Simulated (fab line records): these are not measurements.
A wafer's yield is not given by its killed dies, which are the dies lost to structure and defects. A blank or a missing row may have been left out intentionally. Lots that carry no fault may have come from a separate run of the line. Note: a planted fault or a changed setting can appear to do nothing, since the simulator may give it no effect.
The same fault as seen by 2 desks + flow sky130 + each desk holds nothing but its own numbers, with what lay behind them at the end

== FROM THE METROLOGY DESK ==
Means of the sampled wafers that have a number, per lot and without regard to the tool the lot ran on: this is what the gauges read. A lot is out of limits, marked OUT, if its mean lies more than 4 standard deviations from the usual mean; the brackets give that distance.
Columns: A = PWDE_RS at SKY_NWELL_RS_MEAS_31, usual 5268 ohm/sq; B = VT_ADJUST_LVTN_OVL at SKY_VT_ADJUST_LVTN_OVL_MEAS_07, usual 0.8 nm; C = VT_ADJUST_LVTN_TW at SKY_VT_ADJUST_LVTN_TW_MEAS_10, usual 241; D = VIA4_HDPCVD_THK at SKY_VIA4_THK_MEAS_01, usual 1755 nm
| lot  | first seen here | A    | B    | C   | D               |
|------|-----------------|------|------|-----|-----------------|
| L258 | day 5 10:45     | 5258 | -0.3 | 239 | 1741            |
| L262 | day 6 07:20     | 5256 | 2.6  | 245 | 1748            |
| L263 | day 6 19:59     | 5268 | 0.7  | 244 | 1760            |
| L265 | day 7 06:52     | 5287 | -1.1 | 237 | 1776            |
| L266 | day 7 17:14     | 5255 | 1.0  | 246 | 1732            |
| L267 | day 7 19:30     | 5273 | 0.5  | 247 | 1756            |
| L268 | day 7 22:44     | 5265 | 2.5  | 238 | 1753            |
| L274 | day 9 07:40     | 5268 | -0.0 | 238 | 1906 (+10) OUT  |
| L275 | day 9 21:48     | 5240 | 0.8  | 240 | 1818 (+4.2) OUT |
| L278 | day 10 11:56    | 5273 | 1.7  | 245 | 1750            |
| L279 | day 10 13:25    | 5242 | 3.1  | 241 | 1751            |
| L280 | day 10 22:47    | 5277 | 0.8  | 238 | 1756            |
This desk's finding: out of limits on L274, L275; first on L274, day 46 08:44 (VIA4_HDPCVD_THK at SKY_VIA4_THK_MEAS_01). In limits: L258, L262, L263, L265, L266, L267, L268, L278, L279, L280.

== AT THE TOOL OWNER'S DESK: hdpcvd-02 ==
The tool's own readings at SKY_VIA4_HDPCVD_00 (deposits SiO2, target thk 1750 nm, time 291.7 s): means of the sampled wafers that have a number, for each lot that ran on this tool. A lot is out of limits, marked OUT, if its mean lies more than 4 standard deviations from the usual mean; the brackets give that distance.
Columns: A = runLengthS at SKY_VIA4_HDPCVD_00, usual 319.6 s; B = sih4FlowSccm at SKY_VIA4_HDPCVD_00, usual 59.99 sccm
| lot  | first seen here | A               | B     |
|------|-----------------|-----------------|-------|
| L263 | day 43 11:58    | 319.9           | 60.03 |
| L266 | day 44 15:01    | 319.7           | 59.85 |
| L268 | day 44 20:42    | 319.7           | 59.96 |
| L274 | day 46 08:33    | 342.1 (+42) OUT | 60.12 |
| L275 | day 46 22:12    | 326.8 (+14) OUT | 60.00 |
Finding of this desk: L274, L275 out of limits; the first was L274 at day 46 08:33, on runLengthS at SKY_VIA4_HDPCVD_00. In limits: L263, L266, L268.

== PUT TOGETHER ==
At day 46 08:33, on L274, L275, the tool owner's desk was in a position to raise an alarm.
An alarm was possible from the metrology desk at day 46 08:44, on L274, L275.
All the named lots went through SKY_VIA4_HDPCVD_00 on hdpcvd-02.

== WHAT WAS PUT IN BY THE SIMULATOR ==
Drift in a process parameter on hdpcvd-02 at SKY_VIA4_HDPCVD_00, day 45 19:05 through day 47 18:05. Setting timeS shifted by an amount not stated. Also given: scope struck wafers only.
Struck lots among those shown: L274, L275.
Time in hours from fault onset to the first out-of-limits reading at each desk: tool owner's desk 13, metrology desk 14.
